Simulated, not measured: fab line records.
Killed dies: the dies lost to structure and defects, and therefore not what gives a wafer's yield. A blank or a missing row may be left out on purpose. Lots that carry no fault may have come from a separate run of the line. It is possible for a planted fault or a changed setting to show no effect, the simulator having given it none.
Matching of chambers + flow gf180mcu + GF_V3_CMP_04 on cmp-02: 4 sister chambers
The step polishes SiO2. 4 wafers are shown with their chamber, then 10 later ones without.

WAFERS WITH THEIR CHAMBER
| wafer  | chamber | motor current A (A) |
|--------|---------|---------------------|
| L672.6 | 0       | 12.9                |
| L676.2 | 3       | 11.3                |
| L679.1 | 1       | 12.5                |
| L679.3 | 2       | 10.4                |

WAFERS WITHOUT THEIR CHAMBER
| wafer  | motor current A (A) |
|--------|---------------------|
| L679.4 | 13.1                |
| L681.1 | 10.5                |
| L681.4 | 11.7                |
| L681.5 | 11.6                |
| L683.1 | 13.0                |
| L683.4 | 11.4                |
| L683.5 | 11.7                |
| L682.3 | 11.2                |
| L682.4 | 12.3                |
| L682.5 | 11.2                |

WHICH CHAMBER EACH ONE RAN IN
| wafer  | from the rows above     | in truth                   |
|--------|-------------------------|----------------------------|
| L679.4 | can't be placed: 0 or 1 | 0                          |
| L681.1 | 2                       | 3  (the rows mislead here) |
| L681.4 | can't be placed: 3 or 1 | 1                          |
| L681.5 | 3                       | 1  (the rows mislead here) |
| L683.1 | can't be placed: 0 or 1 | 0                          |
| L683.4 | 3                       | 3                          |
| L683.5 | can't be placed: 3 or 1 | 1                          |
| L682.3 | 3                       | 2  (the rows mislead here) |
| L682.4 | can't be placed: 1 or 0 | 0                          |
| L682.5 | 3                       | 3                          |
2 of 10 placed correctly. From these rows, 5 cannot be placed; in 5 the true chamber is one of the candidates. Number placed wrongly: 3.
How it was worked out, from the rows above alone: a wafer's distance from a chamber is the root of the sum, over the readings, of the square of ((its reading less the chamber's mean) divided by the reading's scatter). The wafer belongs to the nearest chamber; if the next one is less than 2 further off, it can't be placed. Each chamber's mean is taken over the wafers shown for it. The scatter (one wafer shown for each chamber): square how far every hidden wafer sits from the nearest shown wafer, average those squares and take the square root.
